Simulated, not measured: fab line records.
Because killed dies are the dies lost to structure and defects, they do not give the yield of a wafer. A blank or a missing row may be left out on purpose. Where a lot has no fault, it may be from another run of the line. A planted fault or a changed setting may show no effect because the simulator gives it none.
Which tool is to blame? -- flow gf180mcu -- Sampling: 12 lots, 36 wafers, 5 of 602 route steps

WHAT THE GAUGES READ, wafer by wafer
GF_V4_OVL_MEAS_15. Usual: V4_OVL gives 3 nm (standard deviation 5.1).
lot,measured,on,V4_OVL (nm),flag
L140,day 24 20:17,overlay-01,-4 7 0,
L141,day 24 22:39,overlay-02,-3 -3 -4,
L144,day 26 01:41,overlay-02,2 6 3,
L146,day 26 08:56,overlay-01,-8 2 -1,
L151,day 28 03:15,overlay-01,2 -8 1,
L152,day 28 08:02,overlay-01,-2 -2 7,
L154,day 28 23:17,overlay-02,-1 4 -2,
L157,day 29 22:54,overlay-02,-1 1 3,
L158,day 30 05:54,overlay-02,5 7 6,
L159,day 30 08:30,overlay-02,5 10 -3,
L161,day 31 01:47,overlay-02,19 5 11,
L163,day 31 08:02,overlay-02,4 1 7,

GF_M5_OVL_MEAS_08. Usual: M5_OVL gives -8 nm (standard deviation 4.9).
lot,measured,on,M5_OVL (nm),flag
L140,day 26 15:55,overlay-02,-10 -18 -7,
L141,day 26 18:18,overlay-01,-9 -9 -4,
L144,day 27 20:35,overlay-01,-10 -8 -16,
L146,day 28 02:37,overlay-01,-18 -6 -13,
L151,day 29 19:36,overlay-01,-11 -9 -1,
L152,day 30 02:19,overlay-02,-6 -11 -9,
L154,day 30 14:00,overlay-02,-8 -15 -10,
L157,day 31 12:17,overlay-02,2 -6 2,
L158,day 31 19:31,overlay-01,-10 -8 -6,
L159,day 31 22:49,overlay-01,-9 -12 -11,
L161,day 32 14:17,overlay-01,-2 -8 -1,
L163,day 32 20:05,overlay-02,-4 -9 -8,

TOOL THAT RAN EACH LOT (tool first, then ch and the chambers of the sampled wafers, then the start)
lot,GF_V4_CMP_04,GF_MIM_SPUTTER_09,GF_MIM_METAL_ETCH_19
L140,"cmp-01 ch 0,3, day 23 21:52","pvd_sputter-04, day 24 22:03","rie_metal-03 ch 0,1, day 25 18:49"
L141,"cmp-01 ch 0,2,3, day 24 00:43","pvd_sputter-03, day 25 00:26","rie_metal-01 ch 0,1, day 25 20:58"
L144,"cmp-02 ch 0,1,2, day 25 04:27","pvd_sputter-01, day 26 03:29","rie_metal-03 ch 0,1, day 27 00:10"
L146,"cmp-02 ch 0,1,2, day 25 11:35","pvd_sputter-04, day 26 10:43","rie_metal-02 ch 0,1, day 27 07:01"
L151,"cmp-01 ch 0,1,3, day 27 06:28","pvd_sputter-01, day 28 05:02","rie_metal-02 ch 0,1, day 29 00:13"
L152,"cmp-02 ch 0,1,3, day 27 12:01","pvd_sputter-04, day 28 10:17","rie_metal-01 ch 1, day 29 05:56"
L154,"cmp-01 ch 0,1,2, day 28 02:50","pvd_sputter-03, day 29 01:05","rie_metal-01 ch 0,1, day 29 19:47"
L157,"cmp-02 ch 2,3, day 29 03:37","pvd_sputter-03, day 30 00:40","rie_metal-02 ch 0,1, day 30 18:43"
L158,"cmp-01 ch 0,3, day 29 10:19","pvd_sputter-03, day 30 07:48","rie_metal-02 ch 0,1, day 31 02:11"
L159,"cmp-02 ch 0,1,3, day 29 13:41","pvd_sputter-03, day 30 10:37","rie_metal-01 ch 0,1, day 31 05:01"
L161,"cmp-02 ch 0,2,3, day 30 07:29","pvd_sputter-04, day 31 03:33","rie_metal-02 ch 0,1, day 31 20:46"
L163,"cmp-02 ch 0,3, day 30 13:58","pvd_sputter-01, day 31 09:53","rie_metal-02 ch 0,1, day 32 03:19"
- GF_V4_CMP_04: polishes SiO2.
- GF_MIM_SPUTTER_09: material TiN, target thk 35 nm, time 29.2 s.
- GF_MIM_METAL_ETCH_19: etches the open film in Cl2/BCl3, stops on Si3N4, target depth 324.5 nm, time 54.1 s.

AS READ BY THE TOOLS THEMSELVES (means over the sampled wafers that have a number; for cases with no such wafer, the mark the record gives instead)
GF_V4_CMP_04. Usual: motor_current_A 12.8 A, standard deviation 1.1; platen_rpm 60.00 rpm, standard deviation 0.04; time_to_endpoint_s 79 s, standard deviation 5.7.
lot,tool,motor_current_A (A),platen_rpm (rpm),time_to_endpoint_s (s),flag
L140,cmp-01,13.4,60.03,84,
L141,cmp-01,13.2,60.01,76,
L144,cmp-02,12.5,59.98,77,
L146,cmp-02,12.3,60.01,75,
L151,cmp-01,13.8,59.98,76,
L152,cmp-02,12.3,59.98,84,
L154,cmp-01,13.8,60.01,79,
L157,cmp-02,13.0,60.02,77,
L158,cmp-01,12.9,60.01,75,
L159,cmp-02,11.5,60.00,77,
L161,cmp-02,12.5,60.00,83,
L163,cmp-02,11.7,59.97,83,

GF_MIM_SPUTTER_09. Usual: 30.9 % for throttle_valve_pct, sd 1.
lot,tool,throttle_valve_pct (%),flag
L140,pvd_sputter-04,30.5,
L141,pvd_sputter-03,30.6,
L144,pvd_sputter-01,31.7,
L146,pvd_sputter-04,31.0,
L151,pvd_sputter-01,32.3,
L152,pvd_sputter-04,30.9,
L154,pvd_sputter-03,30.2,
L157,pvd_sputter-03,30.9,
L158,pvd_sputter-03,30.8,
L159,pvd_sputter-03,30.0,
L161,pvd_sputter-04,30.8,
L163,pvd_sputter-01,31.5,

GF_MIM_METAL_ETCH_19. Usual: drypump_motor_current_A 5.7 A, standard deviation 0.38; oes_product_au 0.924 a.u., standard deviation 0.0055; throttle_valve_pct 28.301 %, standard deviation 0.01.
lot,tool,drypump_motor_current_A (A),oes_product_au (a.u.),throttle_valve_pct (%),flag
L140,rie_metal-03,5.4,0.931,28.302,
L141,rie_metal-01,6.2,0.922,28.314,
L144,rie_metal-03,5.6,0.926,28.291,
L146,rie_metal-02,5.4,0.919,28.295,
L151,rie_metal-02,5.4,0.928,28.298,
L152,rie_metal-01,6.2,0.919,28.310,
L154,rie_metal-01,6.2,0.924,28.308,
L157,rie_metal-02,5.4,0.931,28.289,
L158,rie_metal-02,5.4,0.947,28.283,OFF
L159,rie_metal-01,6.2,0.947,28.278,OFF
L161,rie_metal-02,5.4,0.925,28.303,
L163,rie_metal-02,5.4,0.921,28.298,

THE ANSWER, worked out from the rows above alone
Rule: lot off if the mean of its wafers having a number is beyond 3 standard deviations from the usual mean. Also off: a lot with no number at a reading for which 4 or more lots have one. Where the step has rows for the other lots, those lots are counted as sound. First the gauges in route order, then the tools' own readings, where a lot's mean is used as printed above. The first step at which some lot is off is used, and at that step the reading that is off furthest; a lot without a number counts as furthest.
Off: L158, L159 (GF_MIM_METAL_ETCH_19, oes_product_au).
If a tool, at that step or one of the process steps before it, ran each lot that is off and ran no sound lot following the first of them, it fits. One fits: pvd_sputter-03 at GF_MIM_SPUTTER_09. Its last sound lot is L157 (day 30 00:40), its first lot that is off L158 (day 30 07:48): a fault that began between those two fits.

WHAT HAD BEEN PUT IN BY THE SIMULATOR
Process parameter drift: pvd_sputter-03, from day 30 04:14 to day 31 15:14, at GF_MIM_SPUTTER_09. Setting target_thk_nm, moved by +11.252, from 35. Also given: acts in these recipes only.
Shown lots that were struck: L158, L159. The same result came from the rule above.
